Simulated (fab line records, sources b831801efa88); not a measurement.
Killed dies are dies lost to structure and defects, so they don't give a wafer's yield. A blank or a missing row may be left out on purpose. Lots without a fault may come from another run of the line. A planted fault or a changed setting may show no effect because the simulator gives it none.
Problem report in the 8D (eight disciplines) form, filled by code | flow sky130 | the parts of the form that need people (team, actions taken, sign-off) are left out

1. THE PROBLEM
killed_at_front_end at SKY_PAD_OPEN_PROBE_99 reads a mean of 55 on 3 wafers of 2 lots; wafers without a fault read 15 with a standard deviation of 4.5. That is +8.9 standard deviations from the usual mean.
First seen on wafer L492.1, day 49 08:05, on prober-01. The record holds 12 wafers of 4 lots with a number at this step. Rule for "out", or "out of limits": more than 4 standard deviations from the usual mean. The other wafers with a number count as sound.

2. WHAT IT IS AND WHAT IT IS NOT
question                    | is                               | is not
which readings at this step | killed_at_front_end, killed_dies | killed_at_M0_to_M3, killed_at_M4_up, killed_at_contacts, killed_at_other, killed_open, killed_short
which lots                  | L492, L493                       | L483, L485
which wafers of those lots  | L492.1, L493.3, L493.6           | L492.2, L492.6, L493.1
read on which tools         | prober-01, prober-02             | -
when                        | from day 49 08:05                | up to then (6 sound wafers); but 3 sound wafers of L492, L493 came after

3. SUSPECTS, AND WHAT RULES EACH OUT
Counting: a tool at a process step up to the reading stays a suspect if it ran every lot that is out. Sound lots after the first of them don't rule it out here, since some wafers of a struck lot are sound.
- plasma_asher-04 at SKY_LDD_P_STRIP_10 (strips in O2/N2): kept. It ran every lot that is out, first L492 (day 24 13:20); its last sound lot up to then is L483 (day 21 08:02).
- Within plasma_asher-04 at SKY_LDD_P_STRIP_10: the wafers that are out ran in chamber 1; their sound lot-mates ran in chamber 0.
Left after counting: plasma_asher-04 at SKY_LDD_P_STRIP_10.

4. THE CAUSE (what the simulator had put in)
Chamber particle source: plasma_asher-04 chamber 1, from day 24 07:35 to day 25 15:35, at SKY_LDD_P_STRIP_10. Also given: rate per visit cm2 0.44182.
Counting left only this tool.

5. THE CHAIN OF EFFECTS, in route order
Each row: a reading whose mean over the struck wafers that have a number lies more than 3 standard deviations from the usual. Only readings for which the record gives a usual standard deviation are gone through. hours: the time from each lot's start at the first step in this table that gives one to its start at this step, as a median over the lots. sigmas: the change in usual standard deviations.
hours | step                  | reading             | usual | on struck wafers | change | sigmas
0     | SKY_PAD_OPEN_PROBE_99 | killed_at_front_end | 15    | 55               | +40    | +8.9
0     | SKY_PAD_OPEN_PROBE_99 | killed_dies         | 87    | 132              | +45    | +4.5
The process steps in it:
- SKY_PAD_OPEN_PROBE_99

6. WHAT WOULD HAVE CAUGHT IT SOONER
In this record the first reading out of limits was taken at day 49 08:05, 600 hours after the fault began at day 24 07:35.
Of the tool readings at SKY_LDD_P_STRIP_10 for which the record gives a usual standard deviation, none was out on any struck wafer, so an alarm limit of 4 standard deviations on them would not have fired.
All the lots that are out (2) had begun SKY_LDD_P_STRIP_10 on plasma_asher-04 by day 49 08:05. A hold on the tool at that time would have spared none of them.
